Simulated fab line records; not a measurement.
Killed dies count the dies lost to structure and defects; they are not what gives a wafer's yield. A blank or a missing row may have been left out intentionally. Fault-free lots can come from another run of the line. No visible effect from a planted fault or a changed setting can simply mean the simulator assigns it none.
fab line records	flow sky130
record lots=6	wafers=18	lastDay=50
route steps=708 shown LDD_HVP@288 LDD_LDN@289 SPACER@304 POLY_CUT@307 SD_P@320 PAD_OPEN@708
lots that met no fault: taken from a fault-free run of the same line
startH: hours from the record's opening day to when the first of the lot's shown wafers began	waitH: time in hours since the lot's previous step	" repeats the value in the row above	L1.1+2: a single row standing in for several wafers	- value missing, or start not given	* or withheld: withheld	< > ~ a bound
route shown NAME@n: names a module that has steps shown in the file, with the first one's number in the route	usual: average and standard deviation across the fault-free wafers	same: alike in all rows	chamber/n: place in a boat	sites: readings site by site	_std_site: the values' standard deviation	_edge_site: inner sites' mean taken away from outer sites' mean	radiusMm: how far each site lies from the wafer's centre	mask NAME#n: copy n	behind: the last tool/chamber to shape the wafer	hold: cause of the lot's hold/its duration in hours/its outcome	device: names the non-switching transistor (n, p or np)	end of line: at the end of the route, the tests of the same wafers	a step without rows: its recipe alone	killed: dies that structure and defects cost at the first sort, which is not the same as the wafer's yield	map: per-die view of a wafer (x killed, . not killed, _ where there is no die)
set.NAME: the setting as run; set.NAME@STEP: as run at that earlier step	model.NAME: the simulator's own value behind a step, which no gauge read
certain route steps with their lots: each step a table, each wafer a row
services: the hour from which a tool's chamber was out of use, counted from the record's first day as startH (under 0 if before that day), plus the number of hours and why
## steps
# step SKY_LDD_HVP_TW_MEAS_10
# usual LDD_HVP_TW=459/3.4
lot.wafer	tool	chamber	startH	waitH	LDD_HVP_TW
L313.2	filmMetro-01	-	502.66	0.1	462
L313.4	"	-	"	"	462
L313.5	"	-	"	"	463
L314.1	filmMetro-04	-	503.34	0.1	457
L314.3	"	-	"	"	459
L314.4	"	-	"	"	461
L319.1	filmMetro-01	-	557.05	0.1	462
L319.2	"	-	"	"	461
L319.6	"	-	"	"	461
L321.1	filmMetro-01	-	570.30	0.1	466
L321.4	"	-	"	"	464
L321.5	"	-	"	"	463
L322.1	filmMetro-01	-	578.75	0.1	459
L322.3	"	-	"	"	464
L322.4	"	-	"	"	462
L334.1	filmMetro-04	-	678.60	0.1	458
L334.3	"	-	"	"	457
L334.5	"	-	"	"	459
# step SKY_LDD_LDN_DEHYDRATE_00
# recipe tempC=200	timeS=60
# step SKY_LDD_LDN_HMDS_01
# recipe primeTimeS=60	primeTempC=120
# step SKY_LDD_LDN_COAT_02
# recipe resist=NOVOLAK	spinRpm=3000	resistThkNm=1140
# step SKY_LDD_LDN_SOFTBAKE_03
# recipe tempC=90	timeS=60	resist=NOVOLAK
# step SKY_LDD_LDN_EXPOSE_04
# recipe maskId=LDNTM	na=0.6	sourceShape=conventional	sigmaOuter=0.6	polarization=unpolarized	targetCdNm=700	doseMj=137.4
# step SKY_LDD_LDN_PEB_05
# recipe tempC=withheld	timeS=*	resist=NOVOLAK
# step SKY_LDD_LDN_DEVELOP_06
# recipe resist=NOVOLAK	developer=TMAH	developTimeS=60	devTempC=23
# step SKY_LDD_LDN_OVL_MEAS_07
# usual LDD_LDN_OVL=1.5/1.1
lot.wafer	tool	chamber	startH	waitH	LDD_LDN_OVL[nm]
L313.2	overlay-01	-	533.17	0.1	1.0
L313.4	"	-	"	"	1.5
L313.5	"	-	"	"	2.8
L314.1	overlay-01	-	534.20	0.1	2.1
L314.3	"	-	"	"	2.5
L314.4	"	-	"	"	1.2
L319.1	overlay-02	-	587.60	0.1	2.2
L319.2	"	-	"	"	2.6
L319.6	"	-	"	"	1.3
L321.1	overlay-02	-	599.56	0.1	0.0
L321.4	"	-	"	"	-0.2
L321.5	"	-	"	"	0.7
L322.1	overlay-02	-	607.81	0.1	1.0
L322.3	"	-	"	"	0.4
L322.4	"	-	"	"	0.2
L334.1	overlay-01	-	709.95	0.1	1.6
L334.3	"	-	"	"	2.1
L334.5	"	-	"	"	3.8
# step SKY_LDD_LDN_IMPLANT_08
# recipe species=As	energyKev=15	doseCm2=1.25e+13	tiltDeg=withheld	rotationDeg=23
# step SKY_LDD_LDN_IMPLANT_09
# recipe species=As	energyKev=15	doseCm2=1.25e+13	tiltDeg=withheld	rotationDeg=113
# step SKY_LDD_LDN_IMPLANT_10
# recipe species=As	energyKev=15	doseCm2=1.25e+13	tiltDeg=withheld	rotationDeg=203
# step SKY_LDD_LDN_IMPLANT_11
# recipe species=As	energyKev=15	doseCm2=1.25e+13	tiltDeg=withheld	rotationDeg=293
# usual faradayCurrentUA=70.5/1.5
lot.wafer	tool	chamber	startH	waitH	faradayCurrentUA
L313.2	implanter-01	0	533.67	0.1	70.5
L313.4	"	0	"	"	70.4
L313.5	"	0	"	"	71.6
L314.1	implanter-04	0	534.69	0.1	69.4
L314.3	"	0	"	"	70.7
L314.4	"	0	"	"	69.7
L319.1	implanter-01	0	588.09	0.1	70.8
L319.2	"	0	"	"	71.8
L319.6	"	0	"	"	69.8
L321.1	implanter-01	0	600.05	0.1	72.2
L321.4	"	0	"	"	70.8
L321.5	"	0	"	"	69.3
L322.1	implanter-01	0	608.30	0.1	69.8
L322.3	"	0	"	"	69.4
L322.4	"	0	"	"	68.8
L334.1	implanter-03	0	710.44	0.1	70.1
L334.3	"	0	"	"	72.8
L334.5	"	0	"	"	69.6
# step SKY_LDD_LDN_STRIP_12
# recipe chemistry=O2/N2	powerW=1400	pressureMtorr=1500	platenTempC=withheld	o2FlowSccm=3000	n2FlowSccm=300	overashFraction=0.5
# usual drypumpMotorCurrentA=5.6/0.4	oesProductAu=0.716/0.0042	stripTimeToEndpointS=14.17/0.045
lot.wafer	tool	chamber	startH	waitH	drypumpMotorCurrentA	oesProductAu	rfHoursCounterH	stripTimeToEndpointS
L313.2	plasmaAsher-02	0	533.80	0.1	5.8	0.714	11	14.24
L313.4	"	0	"	"	5.9	0.707	-	14.21
L313.5	"	1	"	"	4.9	0.707	-	14.26
L314.1	plasmaAsher-01	1	534.84	0.1	5.4	0.717	44	14.11
L314.3	"	0	"	"	6.2	0.711	-	14.12
L314.4	"	1	"	"	5.4	0.724	-	14.07
L319.1	plasmaAsher-03	1	588.24	0.1	5.9	0.725	75	14.13
L319.2	"	0	"	"	5.6	0.722	75	14.15
L319.6	"	1	"	"	6.0	0.715	-	14.17
L321.1	plasmaAsher-02	0	600.20	0.1	5.8	0.715	18	14.12
L321.4	"	1	"	"	4.9	0.702	-	14.06
L321.5	"	0	"	"	5.8	0.716	-	14.07
L322.1	plasmaAsher-03	0	608.45	0.1	5.6	0.713	77	14.15
L322.3	"	0	"	"	5.6	0.719	-	14.20
L322.4	"	1	"	"	6.0	0.713	-	14.16
L334.1	plasmaAsher-03	0	710.59	0.1	5.6	0.722	87	14.10
L334.3	"	0	"	"	5.6	0.719	-	14.18
L334.5	"	1	"	"	6.0	0.719	-	14.15
# step SKY_LDD_LDN_TW_MEAS_13
# usual LDD_LDN_TW=1479/8.8
lot.wafer	tool	chamber	startH	waitH	LDD_LDN_TW
L313.2	filmMetro-04	-	533.91	0.1	1499
L313.4	"	-	"	"	1494
L313.5	"	-	"	"	1499
L314.1	filmMetro-03	-	534.94	0.1	1483
L314.3	"	-	"	"	1474
L314.4	"	-	"	"	1483
L319.1	filmMetro-04	-	588.34	0.1	1471
L319.2	"	-	"	"	1474
L319.6	"	-	"	"	1480
L321.1	filmMetro-04	-	600.30	0.1	1473
L321.4	"	-	"	"	1481
L321.5	"	-	"	"	1482
L322.1	filmMetro-03	-	608.60	0.1	1467
L322.3	"	-	"	"	1470
L322.4	"	-	"	"	1471
L334.1	filmMetro-02	-	710.69	0.1	1467
L334.3	"	-	"	"	1468
L334.5	"	-	"	"	1465
# step SKY_LDD_LDN_CLEAN_14
# recipe chemistry=SC1/SC2	mix=1:4:20	tempC=70	timeS=150	dry=n2Spin
# step SKY_SPACER_CVD_00
# recipe material=Si3N4	precursor=DCS/NH3	targetThkNm=43.1	tempC=770	timeS=740	pressureMtorr=250
# step SKY_SPACER_THK_MEAS_01
# recipe reads=Si3N4_of_SPACER_CVD_00
# usual SPACER_CVD_00_THK=43.1/0.32
lot.wafer	tool	chamber	startH	waitH	SPACER_CVD_00_THK[nm]
L313.2	filmMetro-03	-	535.22	0.0	43.6
L313.4	"	-	"	"	43.7
L313.5	"	-	"	"	43.9
L314.1	filmMetro-04	-	537.47	0.0	43.1
L314.3	"	-	"	"	43.0
L314.4	"	-	"	"	42.9
L319.1	filmMetro-01	-	589.66	0.0	42.4
L319.2	"	-	"	"	42.8
L319.6	"	-	"	"	42.8
L321.1	filmMetro-01	-	602.75	0.0	43.0
L321.4	"	-	"	"	43.0
L321.5	"	-	"	"	43.1
L322.1	filmMetro-01	-	610.29	0.0	43.3
L322.3	"	-	"	"	43.8
L322.4	"	-	"	"	43.5
L334.1	filmMetro-04	-	712.00	0.0	43.1
L334.3	"	-	"	"	43.3
L334.5	"	-	"	"	43.1
# step SKY_SPACER_ETCHBACK_02
# recipe chemistry=CH3F/O2	target=Si3N4	stopOn=SiO2	sourceW=400	biasW=80	pressureMtorr=25	ch3fFlowSccm=40	O2_flow_sccm=30	timeS=46.7	targetDepthA=450
# step SKY_POLY_CUT_DEHYDRATE_00
# recipe tempC=200	timeS=60
# step SKY_POLY_CUT_HMDS_01
# recipe primeTimeS=60	primeTempC=120
# step SKY_POLY_CUT_COAT_02
# recipe resist=BARC	tempC=withheld	timeS=withheld	spinRpm=3000	resistThkNm=60
# step SKY_POLY_CUT_COAT_03
# recipe resist=KrF-thick	spinRpm=3000	resistThkNm=450
# step SKY_POLY_CUT_SOFTBAKE_04
# recipe tempC=100	timeS=90	resist=KrF-thick
# step SKY_POLY_CUT_EXPOSE_05
# recipe maskId=NPCM	na=0.8	sourceShape=annular	sigmaInner=0.55	sigmaOuter=0.85	targetCdNm=270	doseMj=32
# step SKY_POLY_CUT_PEB_06
# recipe pebTempC=withheld	pebTimeS=withheld	resist=KrF-thick
# step SKY_POLY_CUT_DEVELOP_07
# recipe developTimeS=60	resist=KrF-thick	devTempC=21
# step SKY_POLY_CUT_CD_MEAS_08
# recipe targetCdNm=270
# usual cdNm=270.2/1.5
lot.wafer	tool	chamber	startH	waitH	cdNm
L313.2	cdSem-01	-	566.28	-	270.6
L313.4	"	-	"	"	273.0
L313.5	"	-	"	"	271.1
L314.1	cdSem-01	-	568.11	-	269.4
L314.3	"	-	"	"	270.8
L314.4	"	-	"	"	270.5
L319.1	cdSem-02	-	619.31	-	271.7
L319.2	"	-	"	"	270.9
L319.6	"	-	"	"	270.9
L321.1	cdSem-02	-	631.56	-	268.7
L321.4	"	-	"	"	269.4
L321.5	"	-	"	"	269.1
L322.1	cdSem-02	-	639.77	-	271.5
L322.3	"	-	"	"	272.5
L322.4	"	-	"	"	274.1
L334.1	cdSem-01	-	740.42	-	271.2
L334.3	"	-	"	"	270.9
L334.5	"	-	"	"	271.9
# step SKY_POLY_CUT_OVL_MEAS_09
# usual POLY_CUT_OVL=-3/6.1
lot.wafer	tool	chamber	startH	waitH	POLY_CUT_OVL[nm]
L313.2	overlay-02	-	566.39	0.1	-6
L313.4	"	-	"	"	-3
L313.5	"	-	"	"	1
L314.1	overlay-02	-	568.23	0.1	4
L314.3	"	-	"	"	4
L314.4	"	-	"	"	2
L319.1	overlay-01	-	619.43	0.1	-3
L319.2	"	-	"	"	1
L319.6	"	-	"	"	-8
L321.1	overlay-02	-	631.68	0.1	-5
L321.4	"	-	"	"	0
L321.5	"	-	"	"	0
L322.1	overlay-02	-	639.89	0.1	-13
L322.3	"	-	"	"	-10
L322.4	"	-	"	"	-15
L334.1	overlay-02	-	740.54	0.1	1
L334.3	"	-	"	"	1
L334.5	"	-	"	"	-7
# step SKY_POLY_CUT_ETCH_10
# recipe chemistry=N2/H2	target=BARC	ionEnergyEv=200	sourceW=500	biasW=100	pressureMtorr=30	n2FlowSccm=100	h2FlowSccm=200	stopOn=SiO2	timeS=45.9	targetDepthA=600
# usual drypumpMotorCurrentA=5.6/0.43	oesProductAu=0.855/0.0048	throttleValvePct=13.225/0.0087
lot.wafer	tool	chamber	startH	waitH	drypumpMotorCurrentA	oesProductAu	rfHoursCounterH	throttleValvePct
L313.2	rieDiel-04	1	566.42	0.0	6.3	0.853	1	13.215
L313.4	"	2	"	"	5.7	0.861	59	13.233
L313.5	"	1	"	"	6.3	0.861	-	13.216
L314.1	rieDiel-04	0	568.27	0.0	5.7	0.857	4	13.231
L314.3	"	3	"	"	5.9	0.857	39	13.223
L314.4	"	2	"	"	5.7	0.847	59	13.226
L319.1	rieDiel-04	1	619.47	0.0	6.3	0.841	2	13.243
L319.2	"	0	"	"	5.7	0.848	5	13.213
L319.6	"	3	"	"	5.9	0.858	-	13.224
L321.1	rieDiel-04	2	631.72	0.0	5.7	0.856	61	13.229
L321.4	"	0	"	"	5.7	0.862	5	13.237
L321.5	"	3	"	"	5.9	0.847	-	13.232
L322.1	rieDiel-04	3	639.92	0.0	5.9	0.855	40	13.222
L322.3	"	1	"	"	6.3	0.860	3	13.226
L322.4	"	0	"	"	5.7	0.858	6	13.212
L334.1	rieDiel-01	0	740.57	0.0	5.7	0.851	3	13.232
L334.3	"	3	"	"	5.5	0.848	35	13.235
L334.5	"	2	"	"	6.3	0.852	-	13.223
# step SKY_POLY_CUT_ETCH_11
# recipe target=Si3N4	chemistry=CF4/CH2F2/Ar	stopOn=poly-Si	sourceW=600	biasW=150	pressureMtorr=40	cf4FlowSccm=40	ch2f2FlowSccm=20	Ar_flow_sccm=150	timeS=42.5	targetDepthA=600
# usual drypumpMotorCurrentA=5.6/0.43	oesProductAu=0.831/0.0069	throttleValvePct=14.995/0.0088
lot.wafer	tool	chamber	startH	waitH	drypumpMotorCurrentA	oesProductAu	rfHoursCounterH	throttleValvePct
L313.2	rieDiel-04	1	566.46	0.0	6.3	0.828	1	15.014
L313.4	"	2	"	"	5.7	0.832	59	15.010
L313.5	"	1	"	"	6.3	0.829	-	14.975
L314.1	rieDiel-04	0	568.31	0.0	5.7	0.832	4	14.986
L314.3	"	3	"	"	5.9	0.837	39	14.989
L314.4	"	2	"	"	5.7	0.836	60	14.988
L319.1	rieDiel-04	1	619.51	0.0	6.3	0.835	2	15.013
L319.2	"	0	"	"	5.7	0.841	5	14.979
L319.6	"	3	"	"	5.9	0.833	-	15.000
L321.1	rieDiel-04	2	631.76	0.0	5.7	0.828	61	15.011
L321.4	"	0	"	"	5.7	0.832	5	14.986
L321.5	"	3	"	"	5.9	0.842	-	14.991
L322.1	rieDiel-04	3	639.97	0.0	5.9	0.810	40	15.014
L322.3	"	1	"	"	6.2	0.820	3	14.998
L322.4	"	0	"	"	5.7	0.815	6	14.999
L334.1	rieDiel-01	0	740.62	0.0	5.7	0.832	3	14.993
L334.3	"	3	"	"	5.5	0.821	35	14.990
L334.5	"	2	"	"	6.3	0.819	-	14.988
# step SKY_POLY_CUT_STRIP_12
# recipe chemistry=O2/N2	powerW=1400	pressureMtorr=1500	platenTempC=withheld	o2FlowSccm=3000	n2FlowSccm=300	overashFraction=0.5
# usual drypumpMotorCurrentA=5.7/0.42	oesProductAu=0.453/0.0046	stripTimeToEndpointS=5.354/0.014
lot.wafer	tool	chamber	startH	waitH	drypumpMotorCurrentA	oesProductAu	rfHoursCounterH	stripTimeToEndpointS
L313.2	plasmaAsher-02	1	566.50	0.0	4.9	0.448	14	5.346
L313.4	"	0	"	"	5.8	0.453	-	5.333
L313.5	"	0	"	"	5.8	0.453	-	5.339
L314.1	plasmaAsher-02	0	568.35	0.0	5.8	0.459	14	5.343
L314.3	"	0	"	"	5.8	0.455	-	5.368
L314.4	"	1	"	"	4.9	0.454	-	5.340
L319.1	plasmaAsher-02	0	619.55	0.0	5.8	0.450	19	5.350
L319.2	"	1	"	"	4.9	0.459	19	5.348
L319.6	"	0	"	"	5.8	0.451	-	5.362
L321.1	plasmaAsher-04	1	631.80	0.0	6.0	0.451	85	5.362
L321.4	"	1	"	"	6.1	0.461	-	5.364
L321.5	"	0	"	"	6.1	0.448	-	5.339
L322.1	plasmaAsher-03	1	640.01	0.0	6.0	0.446	80	5.334
L322.3	"	1	"	"	6.0	0.457	-	5.354
L322.4	"	0	"	"	5.6	0.450	-	5.366
L334.1	plasmaAsher-03	1	740.66	0.0	6.0	0.456	90	5.343
L334.3	"	0	"	"	5.6	0.448	-	5.347
L334.5	"	0	"	"	5.6	0.455	-	5.340
# step SKY_SD_P_DEHYDRATE_00
# recipe tempC=200	timeS=60
# step SKY_SD_P_HMDS_01
# recipe primeTimeS=60	primeTempC=120
# step SKY_SD_P_COAT_02
# recipe resist=NOVOLAK	spinRpm=3000	resistThkNm=1140
# step SKY_SD_P_SOFTBAKE_03
# recipe tempC=90	timeS=61.07	resist=NOVOLAK
# usual plateSensorTCentreC=90.757/0.01	plateSensorTEdgeC=90.830/0.0099	resistLineTempC=23.01/0.11
lot.wafer	tool	chamber	startH	waitH	plateSensorTCentreC	plateSensorTEdgeC	resistLineTempC
L313.2	lithoTrack-02	0	581.24	0.1	90.760	90.828	22.96
L313.4	"	0	"	"	90.758	90.822	23.16
L313.5	"	0	"	"	90.761	90.829	23.07
L314.1	lithoTrack-04	0	583.75	0.1	90.754	90.841	23.01
L314.3	"	0	"	"	90.769	90.820	23.07
L314.4	"	0	"	"	90.765	90.814	22.96
L319.1	lithoTrack-02	0	633.81	0.1	90.767	90.832	23.05
L319.2	"	0	"	"	90.750	90.836	23.11
L319.6	"	0	"	"	90.741	90.831	23.03
L321.1	lithoTrack-04	0	647.05	0.1	90.760	90.833	22.70
L321.4	"	0	"	"	90.755	90.840	22.94
L321.5	"	0	"	"	90.764	90.828	22.96
L322.1	lithoTrack-03	0	654.47	0.1	90.761	90.841	22.94
L322.3	"	0	"	"	90.754	90.847	23.13
L322.4	"	0	"	"	90.753	90.838	22.83
L334.1	lithoTrack-04	0	753.95	0.1	90.767	90.824	22.98
L334.3	"	0	"	"	90.755	90.837	23.07
L334.5	"	0	"	"	90.753	90.814	23.07
# step SKY_SD_P_EXPOSE_04
# recipe maskId=PSDM	na=0.6	sourceShape=conventional	sigmaOuter=0.6	polarization=unpolarized	targetCdNm=380	doseMj=138
# step SKY_SD_P_PEB_05
# recipe tempC=withheld	timeS=*	resist=NOVOLAK
# step SKY_SD_P_DEVELOP_06
# recipe resist=NOVOLAK	developer=TMAH	developTimeS=60	devTempC=23
# step SKY_SD_P_CD_MEAS_07
# recipe targetCdNm=380
# usual cdNm=380/3.1
lot.wafer	tool	chamber	startH	waitH	cdNm
L313.2	cdSem-01	-	596.29	0.1	383
L313.4	"	-	"	"	379
L313.5	"	-	"	"	381
L314.1	cdSem-02	-	598.40	0.1	378
L314.3	"	-	"	"	374
L314.4	"	-	"	"	376
L319.1	cdSem-01	-	648.87	0.1	382
L319.2	"	-	"	"	384
L319.6	"	-	"	"	385
L321.1	cdSem-01	-	661.11	0.1	384
L321.4	"	-	"	"	383
L321.5	"	-	"	"	384
L322.1	cdSem-01	-	669.05	0.1	377
L322.3	"	-	"	"	377
L322.4	"	-	"	"	378
L334.1	cdSem-01	-	768.15	0.1	377
L334.3	"	-	"	"	380
L334.5	"	-	"	"	377
# step SKY_SD_P_OVL_MEAS_08
# usual SD_P_OVL=0.2/1.1
lot.wafer	tool	chamber	startH	waitH	SD_P_OVL[nm]
L313.2	overlay-01	-	596.39	0.1	1.4
L313.4	"	-	"	"	0.9
L313.5	"	-	"	"	1.1
L314.1	overlay-01	-	598.52	0.1	-1.0
L314.3	"	-	"	"	-0.1
L314.4	"	-	"	"	-0.1
L319.1	overlay-01	-	648.99	0.1	-0.7
L319.2	"	-	"	"	1.1
L319.6	"	-	"	"	-1.1
L321.1	overlay-01	-	661.23	0.1	2.0
L321.4	"	-	"	"	1.4
L321.5	"	-	"	"	1.1
L322.1	overlay-02	-	669.17	0.1	1.4
L322.3	"	-	"	"	1.8
L322.4	"	-	"	"	0.8
L334.1	overlay-01	-	768.27	0.1	0.2
L334.3	"	-	"	"	0.5
L334.5	"	-	"	"	1.3
# step SKY_SD_P_IMPLANT_09
# recipe species=BF2	energyKev=20	doseCm2=3e+15	tiltDeg=0
# step SKY_PAD_OPEN_PROBE_99
# usual killed_at_M0_to_M3=43/5.9	killed_at_M4_up=2.9/1.5	killedAtContacts=24/5	killedAtFrontEnd=15/4.8	killedAtOther=0.2/0.5	killedDies=86/9.3	killedOpen=47/7.1	killedShort=38/6.3
# same grossDies=492	killedAtBackSide=0
lot.wafer	tool	chamber	startH	waitH	killed_at_M0_to_M3	killed_at_M4_up	killedAtContacts	killedAtFrontEnd	killedAtOther	killedDies	killedOpen	killedShort	model.etest.tipSonos.rsOhmSqRange
L313.2	prober-01	-	1088.92	0.1	32	5	29	18	0	84	44	40	40.08
L313.4	prober-01	-	1089.02	0.2	43	4	33	19	0	99	54	45	19.54
L313.5	prober-01	-	1089.07	0.2	50	4	27	18	1	100	60	40	36.6
L314.1	prober-02	-	1090.37	0.1	43	2	35	14	0	94	58	36	17.22
L314.3	prober-02	-	1090.47	0.2	44	4	22	18	0	88	44	44	49.34
L314.4	prober-02	-	1090.52	0.2	42	4	13	11	1	71	34	37	56.62
L319.1	prober-01	-	1128.65	0.1	38	2	17	10	0	67	38	29	28.68
L319.2	prober-01	-	1128.70	0.1	42	1	20	12	0	75	47	28	36.36
L319.6	prober-01	-	1128.90	0.2	47	5	35	21	0	108	71	37	21.38
L321.1	prober-01	-	1132.12	0.1	44	3	19	20	0	86	47	39	95.81
L321.4	prober-01	-	1132.27	0.2	45	3	14	18	0	80	41	39	79.69
L321.5	prober-01	-	1132.32	0.2	41	2	24	20	0	87	38	49	73.31
L322.1	prober-02	-	1136.48	0.1	31	4	27	21	0	83	52	31	92.35
L322.3	prober-02	-	1136.58	0.2	47	3	28	11	0	89	46	43	106.4
L322.4	prober-02	-	1136.63	0.2	36	1	22	18	1	78	42	36	56.96
L334.1	prober-01	-	1197.46	0.1	40	2	29	15	0	86	44	42	48.09
L334.3	prober-01	-	1197.56	0.2	45	4	28	14	0	91	51	40	45.14
L334.5	prober-01	-	1197.66	0.2	33	3	17	13	0	66	36	30	48.4
# killed by level:class
L313.2 CONTACT:geometricParticle:open=11 CONTACT:geometricParticle:short=9 VIA1:geometricParticle:open=7 VIA2:geometricParticle:open=7 POLY_GATE:geometricParticle:short=5 POLY_GATE:geometricParticle:open=5 METAL4:geometricParticle:short=5 FIELD_ISO:geometricParticle:open=4
L313.4 CONTACT:geometricParticle:open=17 VIA3:geometricParticle:open=8 VIA1:geometricParticle:open=7 VIA1:geometricParticle:short=7 CONTACT:geometricParticle:short=6 FIELD_ISO:geometricParticle:short=5 METAL2:geometricParticle:short=5 VIA2:geometricParticle:open=5
L313.5 VIA1:geometricParticle:open=15 VIA3:geometricParticle:open=9 CONTACT:geometricParticle:open=8 FIELD_ISO:geometricParticle:open=6 LOCAL_INTERCONNECT:geometricParticle:short=6 LI_CONTACT:geometricParticle:open=6 VIA2:geometricParticle:open=6 POLY_GATE:geometricParticle:open=5
L314.1 CONTACT:geometricParticle:open=14 VIA1:geometricParticle:open=11 VIA3:geometricParticle:open=8 CONTACT:geometricParticle:short=7 POLY_GATE:geometricParticle:short=6 LI_CONTACT:geometricParticle:open=6 METAL1:geometricParticle:short=4 POLY_GATE:geometricParticle:open=3
L314.3 VIA1:geometricParticle:open=9 LI_CONTACT:geometricParticle:open=7 CONTACT:geometricParticle:open=7 POLY_GATE:geometricParticle:open=6 FIELD_ISO:geometricParticle:short=5 VIA1:geometricParticle:short=5 VIA2:geometricParticle:open=5 VIA2:geometricParticle:short=5
L314.4 METAL1:geometricParticle:short=7 METAL2:geometricParticle:short=6 LI_CONTACT:geometricParticle:open=5 VIA1:geometricParticle:open=5 VIA2:geometricParticle:open=5 FIELD_ISO:geometricParticle:short=4 CONTACT:geometricParticle:open=4 METAL3:geometricParticle:short=4
L319.1 VIA2:geometricParticle:open=9 LI_CONTACT:geometricParticle:open=8 METAL1:geometricParticle:short=7 VIA1:geometricParticle:open=7 POLY_GATE:geometricParticle:short=4 CONTACT:geometricParticle:open=4 CONTACT:geometricParticle:short=3 VIA1:geometricParticle:short=3
L319.2 VIA1:geometricParticle:open=10 CONTACT:geometricParticle:open=7 CONTACT:geometricParticle:short=6 METAL1:geometricParticle:open=6 FIELD_ISO:geometricParticle:open=5 LI_CONTACT:geometricParticle:open=5 VIA2:geometricParticle:open=5 METAL2:geometricParticle:short=4
L319.6 LI_CONTACT:geometricParticle:open=13 CONTACT:geometricParticle:open=13 VIA2:geometricParticle:open=10 VIA1:geometricParticle:open=9 FIELD_ISO:geometricParticle:open=7 VIA3:geometricParticle:open=7 FIELD_ISO:geometricParticle:short=6 CONTACT:geometricParticle:short=5
L321.1 VIA1:geometricParticle:open=12 CONTACT:geometricParticle:open=7 VIA3:geometricParticle:open=7 FIELD_ISO:geometricParticle:short=6 VIA2:geometricParticle:open=6 CONTACT:geometricParticle:short=5 POLY_GATE:geometricParticle:open=4 LI_CONTACT:geometricParticle:open=4
L321.4 METAL2:geometricParticle:short=9 VIA1:geometricParticle:open=8 FIELD_ISO:geometricParticle:open=6 VIA1:geometricParticle:short=6 VIA2:geometricParticle:open=6 POLY_GATE:geometricParticle:short=5 LI_CONTACT:geometricParticle:open=5 CONTACT:geometricParticle:open=5
L321.5 FIELD_ISO:geometricParticle:short=8 CONTACT:geometricParticle:open=8 LI_CONTACT:geometricParticle:open=7 METAL2:geometricParticle:short=6 METAL1:geometricParticle:short=5 VIA1:geometricParticle:short=5 VIA2:geometricParticle:short=5 VIA3:geometricParticle:open=5
L322.1 VIA1:geometricParticle:open=9 LI_CONTACT:geometricParticle:open=8 CONTACT:geometricParticle:open=7 CONTACT:geometricParticle:short=6 FIELD_ISO:geometricParticle:short=5 FIELD_ISO:geometricParticle:open=5 VIA2:geometricParticle:open=5 VIA3:geometricParticle:open=5
L322.3 CONTACT:geometricParticle:open=12 VIA1:geometricParticle:open=9 METAL1:geometricParticle:short=9 VIA3:geometricParticle:open=6 FIELD_ISO:geometricParticle:open=5 FIELD_ISO:geometricParticle:short=5 LOCAL_INTERCONNECT:geometricParticle:short=5 METAL3:geometricParticle:short=4
L322.4 LI_CONTACT:geometricParticle:open=7 VIA3:geometricParticle:open=7 CONTACT:geometricParticle:open=6 METAL1:geometricParticle:short=6 POLY_GATE:geometricParticle:short=5 LI_CONTACT:geometricParticle:short=5 VIA1:geometricParticle:open=5 VIA2:geometricParticle:open=5
L334.1 LI_CONTACT:geometricParticle:open=11 VIA3:geometricParticle:short=7 VIA2:geometricParticle:open=7 CONTACT:geometricParticle:open=5 LOCAL_INTERCONNECT:geometricParticle:short=5 METAL1:geometricParticle:short=5 VIA3:geometricParticle:open=5 VIA1:geometricParticle:open=4
L334.3 VIA1:geometricParticle:open=12 LI_CONTACT:geometricParticle:open=8 CONTACT:geometricParticle:short=8 VIA1:geometricParticle:short=7 VIA3:geometricParticle:open=7 VIA2:geometricParticle:open=6 CONTACT:geometricParticle:open=5 FIELD_ISO:geometricParticle:open=4
L334.5 VIA1:geometricParticle:open=7 CONTACT:geometricParticle:open=7 VIA3:geometricParticle:open=6 LI_CONTACT:geometricParticle:open=5 VIA3:geometricParticle:short=5 METAL1:geometricParticle:short=4 VIA1:geometricParticle:short=4 FIELD_ISO:geometricParticle:open=3
## services
tool	chamber	startH	hours	kind
implanter-04	-	535.16	2.0	repair
implanter-03	-	541.23	1.7	pm
rieDiel-01	2	541.86	39.4	repair
plasmaAsher-03	-	555.24	14.6	pm
implanter-04	-	566.28	3.4	pm
implanter-04	-	571.49	0.9	repair
implanter-03	-	575.55	3.4	repair
implanter-03	-	586.59	7.9	repair
rieDiel-01	2	594.38	23.8	repair
rieDiel-04	2	603.68	15.2	repair
rieDiel-01	-	612.63	0.7	repair
implanter-03	-	634.10	45.8	pm
rieDiel-01	2	642.45	7.0	repair
plasmaAsher-04	-	657.71	2.0	repair
rieDiel-01	3	665.31	25.9	repair
plasmaAsher-03	-	666.57	2.0	repair
rieDiel-04	2	682.72	7.4	repair
plasmaAsher-03	-	686.33	1.7	repair
plasmaAsher-04	-	687.34	9.6	repair
rieDiel-04	3	696.28	7.0	repair
plasmaAsher-02	-	698.16	0.6	repair
plasmaAsher-02	-	701.27	4.0	pm
implanter-03	-	729.51	1.0	repair
plasmaAsher-04	-	733.75	9.0	pm
## key
firstSign none at tools or gauges
modelEffect step=SKY_PAD_OPEN_PROBE_99	value=etest.tipSonos.rsOhmSqRange	without=37.01	struck=84.09
metAt SKY_LDD_LDN_IMPLANT_11
struckWafers L321.1,L321.4,L321.5,L322.1,L322.3,L322.4
testerLeftOut L321,L322
onsetBetween 588.09 600.05
alsoFits SKY_POLY_CUT_ETCH_10:rieDiel-04,SKY_POLY_CUT_ETCH_11:rieDiel-04
fault kind=processParameterDrift	tool=implanter-01	chamber=-	onsetH=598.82	steps=SKY_LDD_LDN_IMPLANT_11	channel=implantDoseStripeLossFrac	offset=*	shape=step	endH=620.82
# testerLeftOut: of these lots the tester's yield and bins aren't shown, on N5 and GAA mostly nor the transistor test; their killed dies are dies lost to structure and defects alone, not to doping, threshold or leakage, so they don't give the yield
